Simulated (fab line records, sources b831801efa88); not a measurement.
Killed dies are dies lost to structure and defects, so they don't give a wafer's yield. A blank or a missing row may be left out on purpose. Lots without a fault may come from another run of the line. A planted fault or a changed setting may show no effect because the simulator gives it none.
fab line records | flow sky130
record lots=14 wafers=42 last_day=50
route steps=708 shown RES_PROTECT@215 POLY_GATE@218 LDD_N@249
lots that met no fault: from a run of the same line without faults
start_h: hours from the record's first day to the start of the lot's first wafer shown | wait_h: hours since the lot's step before | " the same as in the row above | L1.1+2: a row that stands for several wafers | - no value, or no start given | * or withheld: withheld | < > ~ a bound
route shown NAME@n: a module of which the file shows steps, and the number in the route of the first | usual: mean/standard deviation of fault-free wafers | same: alike in all rows | chamber/n: place in a boat | sites: the reading at each site | _std_site: their standard deviation | _edge_site: outer sites' mean less inner sites' | radius_mm: how far each site lies from the wafer's centre | mask NAME#n: copy n | behind: the tool/chamber that last shaped the wafer | hold: why the lot was held/for how many hours/how that ended | device: the transistor (n, p or np) that didn't switch | end of line: the same wafers' tests at the end of the route | a step without rows: its recipe alone | killed: dies lost to structure and defects at the first sort, not the wafer's yield | map: a wafer's dies, x killed, . not, _ none there
set.NAME: the setting as run; set.NAME@STEP: as run at that earlier step | model.NAME: the simulator's own value behind a step, which no gauge read
steps of the route over a sample of lots; a table a step, a row a wafer
services: from which hour (start_h, from the record's first day; less than 0 if before it) a tool's chamber was out of use, for how many hours, and why
## steps
# step SKY_RES_PROTECT_TW_MEAS_08
# usual POLY_GATE_TW=4034/45
# columns lot.wafer tool chamber start_h wait_h POLY_GATE_TW
L205.1 film_metro-04 - 331.17 0.1 3979
L205.2 " - " " 3991
L205.3 " - " " 3969
L207.2 film_metro-02 - 358.42 0.1 3986
L207.3 " - " " 3998
L207.5 " - " " 3960
L209.2 film_metro-01 - 368.17 0.1 4071
L209.4 " - " " 4065
L209.6 " - " " 4064
L212.1 film_metro-04 - 402.21 0.1 4027
L212.4 " - " " 4035
L212.5 " - " " 4015
L213.1 film_metro-01 - 405.21 0.1 4064
L213.5 " - " " 4089
L213.6 " - " " 4088
L217.4 film_metro-02 - 454.64 0.1 4003
L217.5 " - " " 4010
L217.6 " - " " 4013
L219.4 film_metro-01 - 460.62 0.1 4094
L219.5 " - " " 4088
L219.6 " - " " 4095
L218.1 film_metro-04 - 461.06 0.1 4032
L218.2 " - " " 4012
L218.3 " - " " 4018
L220.1 film_metro-01 - 469.94 0.1 4110
L220.3 " - " " 4093
L220.5 " - " " 4097
L221.1 film_metro-04 - 479.41 0.1 4012
L221.2 " - " " 4014
L221.5 " - " " 4010
L222.3 film_metro-01 - 481.91 0.1 4106
L222.5 " - " " 4076
L222.6 " - " " 4061
L223.1 film_metro-01 - 509.14 0.1 4075
L223.5 " - " " 4107
L223.6 " - " " 4080
L226.2 film_metro-02 - 519.92 0.1 3969
L226.5 " - " " 3990
L226.6 " - " " 3990
L228.2 film_metro-01 - 536.02 0.1 4118
L228.3 " - " " 4108
L228.5 " - " " 4087
# step SKY_POLY_GATE_THK_MEAS_04
# recipe reads=Si3N4_of_POLY_GATE_CVD_03
# usual POLY_GATE_CVD_03_THK=74.9/0.47
# columns lot.wafer tool chamber start_h wait_h POLY_GATE_CVD_03_THK[nm]
L205.1 film_metro-03 - 332.64 0.0 74.4
L205.2 " - " " 74.4
L205.3 " - " " 74.9
L207.2 film_metro-02 - 361.97 0.0 74.8
L207.3 " - " " 74.8
L207.5 " - " " 75.7
L209.2 film_metro-04 - 370.34 0.0 75.8
L209.4 " - " " 75.1
L209.6 " - " " 75.5
L212.1 film_metro-02 - 403.67 0.0 75.0
L212.4 " - " " 74.5
L212.5 " - " " 75.3
L213.1 film_metro-02 - 406.82 0.0 74.4
L213.5 " - " " 73.9
L213.6 " - " " 73.9
L217.4 film_metro-04 - 456.78 0.0 75.5
L217.5 " - " " 74.9
L217.6 " - " " 74.9
L218.1 film_metro-03 - 464.04 0.0 75.0
L218.2 " - " " 75.3
L218.3 " - " " 74.8
L219.4 film_metro-02 - 464.07 0.0 74.7
L219.5 " - " " 74.7
L219.6 " - " " 74.7
L220.1 film_metro-04 - 471.41 0.0 74.9
L220.3 " - " " 75.2
L220.5 " - " " 74.7
L221.1 film_metro-04 - 480.88 0.0 74.9
L221.2 " - " " 74.9
L221.5 " - " " 74.7
L222.3 film_metro-04 - 483.38 0.0 74.4
L222.5 " - " " 74.1
L222.6 " - " " 74.5
L223.1 film_metro-02 - 511.31 0.0 76.1
L223.5 " - " " 75.5
L223.6 " - " " 75.9
L226.2 film_metro-04 - 521.39 0.0 75.1
L226.5 " - " " 74.6
L226.6 " - " " 75.1
L228.2 film_metro-03 - 537.49 0.0 74.7
L228.3 " - " " 74.6
L228.5 " - " " 74.3
# step SKY_POLY_GATE_STRIP_18
# recipe chemistry=O2/N2 power_w=1400 pressure_mtorr=1500 platen_temp_c=withheld o2_flow_sccm=3000 n2_flow_sccm=300 overash_fraction=0.5
# usual drypump_motor_current_A=5.7/0.56 oes_product_au=0.361/0.0048 strip_time_to_endpoint_s=3.18/0.033
# columns lot.wafer tool chamber start_h wait_h drypump_motor_current_A oes_product_au rf_hours_counter_h strip_time_to_endpoint_s
L205.1 plasma_asher-02 1 360.67 0.0 5.2 0.354 68 3.11
L205.2 " 0 " " 6.0 0.354 68 3.16
L205.3 " 0 " " 6.0 0.359 - 3.15
L207.2 plasma_asher-02 0 390.60 0.0 6.0 0.357 71 3.16
L207.3 " 0 " " 6.0 0.357 - 3.19
L207.5 " 0 " " 6.0 0.362 - 3.16
L209.2 plasma_asher-02 0 399.53 0.0 6.0 0.363 72 3.21
L209.4 " 0 " " 6.1 0.354 - 3.21
L209.6 " 1 " " 5.2 0.367 - 3.20
L212.1 plasma_asher-02 1 434.62 0.0 5.1 0.359 0 3.20
L212.4 " 0 " " 6.1 0.354 - 3.15
L212.5 " 1 " " 5.1 0.368 - 3.16
L213.1 plasma_asher-01 0 437.53 0.0 5.3 0.356 73 3.21
L213.5 " 1 " " 6.6 0.371 - 3.23
L213.6 " 0 " " 5.3 0.361 - 3.23
L217.4 plasma_asher-02 1 488.66 0.1 5.1 0.354 - 3.21
L217.5 " 0 " " 6.1 0.362 - 3.20
L217.6 " 1 " " 5.1 0.360 - 3.17
L218.1 plasma_asher-01 1 495.47 0.0 6.6 0.361 79 3.23
L218.2 " 0 " " 5.3 0.366 79 3.23
L218.3 " 0 " " 5.3 0.366 - 3.24
L219.4 plasma_asher-02 0 495.85 0.1 6.1 0.362 - 3.18
L219.5 " 0 " " 6.1 0.369 - 3.17
L219.6 " 1 " " 5.1 0.367 - 3.16
L220.1 plasma_asher-02 0 501.90 0.0 6.0 0.360 7 3.18
L220.3 " 1 " " 5.2 0.367 - 3.18
L220.5 " 1 " " 5.1 0.356 - 3.16
L221.1 plasma_asher-02 0 511.95 0.0 6.0 0.356 8 3.20
L221.2 " 1 " " 5.1 0.362 8 3.17
L221.5 " 0 " " 6.1 0.354 - 3.13
L222.3 plasma_asher-01 1 514.55 0.1 6.6 0.354 - 3.16
L222.5 " 1 " " 6.6 0.357 - 3.16
L222.6 " 0 " " 5.3 0.349 - 3.18
L223.1 plasma_asher-02 0 541.47 0.0 6.1 0.355 11 3.20
L223.5 " 0 " " 6.1 0.358 - 3.19
L223.6 " 1 " " 5.1 0.367 - 3.23
L226.2 plasma_asher-01 1 551.87 0.0 6.6 0.366 85 3.22
L226.5 " 0 " " 5.3 0.361 - 3.21
L226.6 " 1 " " 6.5 0.361 - 3.18
L228.2 plasma_asher-03 1 566.93 0.0 6.5 0.362 42 3.20
L228.3 " 1 " " 6.6 0.366 - 3.22
L228.5 " 1 " " 6.5 0.361 - 3.19
# step SKY_LDD_N_IMPLANT_12
# recipe species=BF2 energy_kev=50 dose_cm2=5e+12 tilt_deg=30 rotation_deg=0
# usual beam_energy_keV=49.999/0.015 beam_on_s=9.99/0.2
# columns lot.wafer tool chamber start_h wait_h beam_energy_keV beam_on_s
L205.1 implanter-01 0 394.29 0.1 50.007 9.83
L205.2 " 0 " " 50.006 9.94
L205.3 " 0 " " 50.005 9.97
L207.2 implanter-04 0 425.07 0.1 50.005 10.05
L207.3 " 0 " " 49.979 10.03
L207.5 " 0 " " 49.986 10.21
L209.2 implanter-01 0 432.54 0.1 49.994 10.60
L209.4 " 0 " " 50.009 10.14
L209.6 " 0 " " 50.018 10.30
L212.1 implanter-01 - 467.51 0.1 - -
L212.4 " - " " - -
L212.5 " - " " - -
L213.1 implanter-04 - 471.81 0.1 - -
L213.5 " - " " - -
L213.6 " - " " - -
L217.4 implanter-04 0 521.52 0.1 50.020 9.91
L217.5 " 0 " " 49.998 9.67
L217.6 " 0 " " 50.000 9.89
L218.1 implanter-01 0 527.84 0.1 50.003 9.80
L218.2 " 0 " " 49.992 9.74
L218.3 " 0 " " 50.018 10.26
L219.4 implanter-04 0 528.59 0.1 49.995 9.96
L219.5 " 0 " " 49.980 10.17
L219.6 " 0 " " 49.970 9.97
L220.1 implanter-04 0 534.71 0.1 49.999 9.80
L220.3 " 0 " " 50.006 10.17
L220.5 " 0 " " 50.019 9.84
L221.1 implanter-04 0 544.44 0.1 49.986 9.95
L221.2 " 0 " " 49.996 10.04
L221.5 " 0 " " 50.003 9.79
L222.3 implanter-02 0 546.41 0.1 50.005 9.70
L222.5 " 0 " " 50.005 10.08
L222.6 " 0 " " 49.969 10.08
L223.1 implanter-04 0 572.01 0.1 49.989 9.85
L223.5 " 0 " " 49.999 10.15
L223.6 " 0 " " 50.006 9.94
L226.2 implanter-02 0 581.79 0.1 50.012 10.21
L226.5 " 0 " " 49.999 10.13
L226.6 " 0 " " 50.006 9.90
L228.2 implanter-04 0 599.89 0.1 49.991 10.26
L228.3 " 0 " " 50.012 9.98
L228.5 " 0 " " 49.997 10.05
## services
# columns tool chamber start_h hours kind
implanter-02 - 358.46 6.0 pm
implanter-02 - 392.49 4.1 repair
plasma_asher-01 - 418.07 4.5 repair
plasma_asher-02 - 421.31 9.0 pm
plasma_asher-02 0 421.31 9.0 vent_cycle
plasma_asher-02 1 421.31 9.0 vent_cycle
plasma_asher-02 0 430.31 - clean
plasma_asher-02 1 430.31 - clean
implanter-01 - 443.23 0.7 repair
implanter-02 - 451.94 3.5 repair
plasma_asher-02 - 464.99 0.5 repair
implanter-02 - 467.90 3.0 repair
implanter-01 - 469.86 2.3 repair
implanter-04 - 487.46 12.6 pm
implanter-01 - 500.31 5.0 pm
implanter-01 - 513.53 5.1 repair
implanter-02 - 553.32 4.7 pm
## key
first_sign step=SKY_LDD_N_IMPLANT_12 reading=tool_record direction=missing
effect none on later readings
met_at SKY_LDD_N_IMPLANT_12
struck_lots L212,L213
later_rows_left_out L212.1,L212.4,L212.5,L213.1,L213.5,L213.6
sort_left_out L212.1,L212.4,L212.5,L213.1,L213.5,L213.6
tester_left_out L212,L213
not_acting_at SKY_RES_PROTECT_TW_MEAS_08,SKY_POLY_GATE_THK_MEAS_04,SKY_POLY_GATE_STRIP_18
onset_between 432.54 467.51
fault kind=skipped_step_whole tool=implanter-01,implanter-04 chamber=- onset_h=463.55 steps=SKY_LDD_N_IMPLANT_12 scope=struck_lots_only
# tester_left_out: of these lots the tester's yield and bins aren't shown, on N5 and GAA mostly nor the transistor test; their killed dies are dies lost to structure and defects alone, not to doping, threshold or leakage, so they don't give the yield
# sort_left_out: the simulated sort isn't trusted on such a fault, so these wafers' sort isn't shown, and their yield isn't known
# later_rows_left_out: the simulator's readings of these wafers behind a module that went badly wrong aren't trusted and aren't shown, but for the sort
